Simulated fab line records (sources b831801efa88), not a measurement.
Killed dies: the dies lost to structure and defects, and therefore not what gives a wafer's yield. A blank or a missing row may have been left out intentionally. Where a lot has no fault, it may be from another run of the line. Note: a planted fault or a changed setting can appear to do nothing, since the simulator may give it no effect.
A lot that was struck, set against a sound lot + flow sky130 + 16 out of 708 route steps
Sound: the wafers L872.2, L872.3, L872.4. Struck: wafer L874.4 (left out: L874.2, a lot-mate that was not struck); the cause follows at the end.
Per side, at each step with rows, come the tool, then ch with its chambers, and then its first start. Under that, the readings that differ: sound wafers + struck wafers + difference of the means + sigmas: that difference in standard deviations of wafers without a fault.
alike: readings whose means differ by less than 2 such deviations, and words and numbers that are the same on both sides. not compared: withheld readings, readings that some wafer has no value for, bounds like >300 that may hide the same value, and numbers for which the record gives no deviation and whose values overlap.
A row with sigmas, a row that says differs or no value, or rows on one side alone: a step with any of these is where the two part. Numbers that have no deviation but don't overlap get no sigmas and don't part them. A reading missing from all wafers of one side parts the sides only when that side holds two or more wafers.

first, 7 steps without rows for these wafers: SKY_METAL3_HMDS_06 (prime time 60 s); SKY_METAL3_COAT_07 (resist thk 60 nm); SKY_METAL3_COAT_08 (resist thk 1140 nm); SKY_METAL3_SOFTBAKE_09 (time 90 s); SKY_METAL3_EXPOSE_10 (exposes mask MM3, target cd 300 nm); SKY_METAL3_PEB_11; SKY_METAL3_DEVELOP_12 (develop time 60 s).
SKY_METAL3_CD_MEAS_13: target cd 300 nm.
  struck on cdSem-02, day 41 20:37; sound on cdSem-02, day 41 01:23
  alike: cdNm
SKY_METAL3_OVL_MEAS_14:
  struck on overlay-01, day 41 20:43; sound on overlay-01, day 41 01:29
  alike: METAL3_OVL
SKY_METAL3_DESCUM_15: chemistry O2, time 8 s.
  sound on rieMetal-04 ch 0, day 41 01:31; struck on rieMetal-04 ch 1, day 41 20:45
  alike: drypumpMotorCurrentA, heBacksideLeakSccm, oesProductAu, tempC
  not compared: rfHoursCounterH
SKY_METAL3_ETCH_16: etches BARC in N2/H2, stops on SiO2, time 88.2 s, target depth 60 nm.
  sound on rieMetal-04 ch 0, day 41 01:37; struck on rieMetal-04 ch 1, day 41 20:47
  alike: biasW, drypumpMotorCurrentA, heBacksideLeakSccm, oesProductAu, throttleValvePct
  not compared: rfHoursCounterH
SKY_METAL3_ETCH_17: etches SiO2 in C4F8/O2/Ar, stops on TiN, time 3.9 s, target depth 15 nm.
  sound on rieDiel-01 ch 0,2, day 41 01:46; struck on rieDiel-01 ch 1, day 41 20:53
  alike: biasW, oesProductAu
SKY_METAL3_METAL_ETCH_18: etches the open film in Cl2/BCl3, stops on SiO2, target depth 845 nm, time 183.1 s.
  sound on rieMetal-01 ch 0,1, day 41 01:47; struck on rieMetal-01 ch 1, day 41 20:53
| reading                                      | sound             | struck | difference | sigmas |
|----------------------------------------------|-------------------|--------|------------|--------|
| heBacksideLeakSccm (sccm)                    | 5.61 3.34 2.99    | 3.30   | -0.68      | -2     |
| model.KrF-thick_of_METAL3_COAT_08.thkNm (nm) | 530.6 526.1 535   | 609.1  | +78.5      |        |
| model.METAL3.cdNm (nm)                       | 301.9 299.2 301.8 | 310.6  | +9.6       |        |
| model.SiO2_of_VIA2_HDPCVD_00.thkNm (nm)      | 464.6 465.1 464.8 | 469    | +4         |        |
  alike: biasW, drypumpMotorCurrentA, oesProductAu, throttleValvePct
  not compared: rfHoursCounterH
SKY_METAL3_STRIP_19: strips in O2/N2.
  sound on plasmaAsher-02 ch 0,1, day 41 01:58; struck on plasmaAsher-03 ch 1, day 41 21:04
| reading                  | sound             | struck | difference | sigmas |
|--------------------------|-------------------|--------|------------|--------|
| oesProductAu (a.u.)      | 0.504 0.502 0.499 | 0.539  | +0.037     | +8     |
| stripTimeToEndpointS (s) | 6.59 6.52 6.61    | 7.35   | +0.78      | +13    |
  alike: drypumpMotorCurrentA
  not compared: rfHoursCounterH
then, 1 step without rows for these wafers: SKY_METAL3_STRIP_20 (strips in post etch residue remover, time 1200 s).
-- the record jumps here: 7 days lie between the struck wafers' starts before and after (it left off in module METAL3 and takes up again in module PAD_OPEN, whose first step shown is number 708 of the route) --
SKY_PAD_OPEN_PROBE_99:
  struck on prober-01, day 48 12:40; sound on prober-01, day 47 21:42
| reading                       | sound                | struck | difference | sigmas |
|-------------------------------|----------------------|--------|------------|--------|
| model.etest.met3.widthNm (nm) | 305.6 299.2 302.5    | 315.6  | +13.2      |        |
| model.etest.met3.lineOhmUm    | 0.1383 0.1432 0.1416 | 0.1335 | -0.0075    |        |

WHERE THEY PART
Last at SKY_METAL3_STRIP_19 as far as this record goes, first at SKY_METAL3_METAL_ETCH_18.

WHY: the cause the simulator had injected
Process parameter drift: rieMetal-01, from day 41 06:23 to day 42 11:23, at SKY_METAL3_METAL_ETCH_18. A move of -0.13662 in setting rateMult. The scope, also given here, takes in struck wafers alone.
